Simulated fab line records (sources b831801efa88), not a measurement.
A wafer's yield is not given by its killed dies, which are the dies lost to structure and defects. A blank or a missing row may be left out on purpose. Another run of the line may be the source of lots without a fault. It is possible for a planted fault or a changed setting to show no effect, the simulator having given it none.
Which tool was responsible? + flow gf180mcu + 14 lots, 42 wafers sampled, at 4 steps of a route of 602

WHAT THE GAUGES SHOWED, per wafer
GF_MVPSD_OVL_MEAS_07. Usual: MVPSD_OVL gives -0.7 nm (standard deviation 1.3).
| lot  | measured     | on         | MVPSD_OVL (nm) | flag |
|------|--------------|------------|----------------|------|
| L421 | day 5 01:20  | overlay-02 | -2.8 -1.6 -2.0 |      |
| L422 | day 5 07:29  | overlay-02 | 0.6 -0.2 0.0   |      |
| L423 | day 5 14:05  | overlay-01 | -0.1 0.1 0.0   |      |
| L424 | day 5 18:37  | overlay-02 | -1.8 -2.1 -1.7 |      |
| L426 | day 6 05:41  | overlay-02 | 1.3 -0.1 0.1   |      |
| L429 | day 7 02:53  | overlay-02 | -0.5 -1.5 -0.1 |      |
| L430 | day 7 06:26  | overlay-01 | -0.3 -0.4 1.3  |      |
| L433 | day 8 00:28  | overlay-02 | -1.0 -0.8 0.1  |      |
| L434 | day 8 05:19  | overlay-02 | 0.0 0.8 -0.5   |      |
| L441 | day 9 22:56  | overlay-01 | -3.0 -3.5 -2.9 |      |
| L443 | day 10 10:53 | overlay-02 | 0.5 1.7 0.9    |      |
| L444 | day 10 17:28 | overlay-01 | 1.1 -0.2 -1.3  |      |

GF_VT_IMPLANT_OVL_MEAS_29. Usual: VT_IMPLANT_02_OVL gives 0.6 nm (standard deviation 1.2).
| lot  | measured     | on         | VT_IMPLANT_02_OVL (nm) | flag |
|------|--------------|------------|------------------------|------|
| L421 | day 6 21:38  | overlay-01 | -1.2 -0.8 -0.1         |      |
| L422 | day 7 05:08  | overlay-02 | 0.5 1.6 1.5            |      |
| L423 | day 7 12:10  | overlay-01 | 0.1 -1.0 -1.1          |      |
| L424 | day 7 15:28  | overlay-02 | 2.1 1.3 2.0            |      |
| L426 | day 8 05:01  | overlay-01 | 1.5 -0.7 0.0           |      |
| L429 | day 9 03:32  | overlay-02 | 0.1 1.3 -0.4           |      |
| L430 | day 9 06:04  | overlay-02 | 0.1 0.0 1.1            |      |
| L433 | day 10 02:08 | overlay-01 | 0.8 0.5 1.4            |      |
| L434 | day 10 08:44 | overlay-02 | -0.6 -0.1 1.2          |      |
| L441 | day 12 06:50 | overlay-01 | 0.9 1.4 1.5            |      |
| L443 | day 12 20:28 | overlay-02 | 2.8 1.8 2.0            |      |
| L444 | day 13 03:07 | overlay-01 | 0.4 -1.7 -2.0          |      |

EACH LOT AND THE TOOL THAT RAN IT (in order: tool; ch and the chambers of the sampled wafers; start)
| lot  | GF_STI_ETCH_13                    | GF_STI_OXIDATION_29          |
|------|-----------------------------------|------------------------------|
| L421 | rie_diel-02 ch 0,1,2, day 2 01:50 | furnace-01 ch 0, day 2 04:49 |
| L422 | rie_diel-01 ch 1,2,3, day 2 07:21 | furnace-01 ch 0, day 2 10:50 |
| L423 | rie_diel-03 ch 0,2,3, day 2 11:27 | furnace-02 ch 0, day 2 14:26 |
| L424 | rie_diel-01 ch 0,2,3, day 2 16:53 | furnace-02 ch 0, day 2 19:47 |
| L426 | rie_diel-03 ch 1,2,3, day 3 03:11 | furnace-01 ch 0, day 3 06:02 |
| L429 | rie_diel-03 ch 1,2, day 3 18:42   | furnace-01 ch 0, day 4 00:32 |
| L430 | rie_diel-01 ch 0,1,2, day 3 23:35 | furnace-02 ch 0, day 4 02:49 |
| L431 | rie_diel-02 ch 0,1, day 4 04:32   | furnace-01, day 4 07:22      |
| L432 | rie_diel-03 ch 0,1,2, day 4 10:44 | furnace-01, day 4 14:21      |
| L433 | rie_diel-02 ch 1,2, day 4 16:39   | furnace-01 ch 0, day 4 19:39 |
| L434 | rie_diel-02 ch 0,1,2, day 4 19:59 | furnace-02 ch 0, day 4 22:49 |
| L441 | rie_diel-02 ch 1,2,3, day 6 08:07 | furnace-01 ch 0, day 6 11:23 |
| L443 | rie_diel-01 ch 0,2,3, day 6 18:50 | furnace-02 ch 0, day 6 21:40 |
| L444 | rie_diel-02 ch 1,2,3, day 6 23:26 | furnace-01 ch 0, day 7 03:01 |
- GF_STI_ETCH_13: etches the open film in CHF3/O2, stops on Si, target depth 282.31 nm, time 112.9 s.
- GF_STI_OXIDATION_29: stabilise 600 s, purge 300 s, target thk 10 nm.

AS READ BY THE TOOLS THEMSELVES (means over the sampled wafers that have a number; for cases with no such wafer, the mark the record gives instead)
GF_STI_ETCH_13. Usual: bias_w 200.0 W, standard deviation 0.51; chamber_pressure_mTorr 40.00 mTorr, standard deviation 0.037; drypump_motor_current_A 5.7 A, standard deviation 0.4; oes_product_au 0.832 a.u., standard deviation 0.0061; throttle_valve_pct 8.810 %, standard deviation 0.009.
| lot  | tool        | bias_w (W) | chamber_pressure_mTorr (mTorr) | drypump_motor_current_A (A) | oes_product_au (a.u.) | throttle_valve_pct (%) | flag |
|------|-------------|------------|--------------------------------|-----------------------------|-----------------------|------------------------|------|
| L421 | rie_diel-02 | 199.6      | 39.97                          | 6.0                         | 0.834                 | 8.816                  |      |
| L422 | rie_diel-01 | 200.9      | 40.01                          | 5.4                         | 0.836                 | 8.810                  |      |
| L423 | rie_diel-03 | 200.5      | 40.00                          | 5.7                         | 0.827                 | 8.806                  |      |
| L424 | rie_diel-01 | 199.5      | 40.00                          | 5.3                         | 0.834                 | 8.802                  |      |
| L426 | rie_diel-03 | 199.4      | 39.97                          | 5.7                         | 0.833                 | 8.805                  |      |
| L429 | rie_diel-03 | 199.7      | 40.00                          | 5.9                         | 0.832                 | 8.810                  |      |
| L430 | rie_diel-01 | 200.4      | 39.99                          | 5.6                         | 0.828                 | 8.803                  |      |
| L431 | rie_diel-02 | 200.6      | 40.02                          | 5.7                         | 0.831                 | 8.798                  |      |
| L432 | rie_diel-03 | 200.1      | 39.98                          | 5.9                         | 0.833                 | 8.807                  |      |
| L433 | rie_diel-02 | 200.0      | 39.98                          | 5.9                         | 0.837                 | 8.813                  |      |
| L434 | rie_diel-02 | 199.9      | 39.98                          | 6.0                         | 0.829                 | 8.811                  |      |
| L441 | rie_diel-02 | 199.7      | 40.00                          | 5.8                         | 0.831                 | 8.808                  |      |
| L443 | rie_diel-01 | 200.1      | 39.97                          | 5.3                         | 0.833                 | 8.820                  |      |
| L444 | rie_diel-02 | 200.0      | 39.97                          | 5.9                         | 0.833                 | 8.808                  |      |

GF_STI_OXIDATION_29. Usual: ox_temp_c 899.9 C, standard deviation 0.42; ox_temp_c_max 904.5, standard deviation 2.1.
| lot  | tool       | ox_temp_c (C) | ox_temp_c_max | flag |
|------|------------|---------------|---------------|------|
| L421 | furnace-01 | 900.1         | 906.4         |      |
| L422 | furnace-01 | 900.5         | 907.0         |      |
| L423 | furnace-02 | 900.0         | 902.8         |      |
| L424 | furnace-02 | 900.0         | 902.8         |      |
| L426 | furnace-01 | 900.2         | 906.1         |      |
| L429 | furnace-01 | 900.2         | 907.2         |      |
| L430 | furnace-02 | 899.7         | 902.6         |      |
| L431 | furnace-01 | -             | -             | OFF  |
| L432 | furnace-01 | -             | -             | OFF  |
| L433 | furnace-01 | 900.0         | 906.2         |      |
| L434 | furnace-02 | 899.9         | 902.8         |      |
| L441 | furnace-01 | 899.4         | 905.7         |      |
| L443 | furnace-02 | 900.1         | 902.4         |      |
| L444 | furnace-01 | 899.5         | 907.3         |      |

THE ANSWER, worked out from the rows above alone
Rule: lot off if the mean of its wafers having a number is beyond 3 standard deviations from the usual mean. A lot without any number at a reading at which 4 lots or more have one is off too. All remaining lots with rows at the step are treated as sound. After the gauges, taken in route order, come the tools' own readings; for these a lot's mean is taken, as printed above. The first step at which some lot is off is used, and at that step the reading that is off furthest; a lot without a number counts as furthest.
Off, at GF_STI_OXIDATION_29 on ox_temp_c: L431, L432. Without a number there: L431, L432.
If a tool, at that step or one of the process steps before it, ran each lot that is off and ran no sound lot following the first of them, it fits. Of those tried, none fits.

WHAT THE SIMULATOR PUT IN
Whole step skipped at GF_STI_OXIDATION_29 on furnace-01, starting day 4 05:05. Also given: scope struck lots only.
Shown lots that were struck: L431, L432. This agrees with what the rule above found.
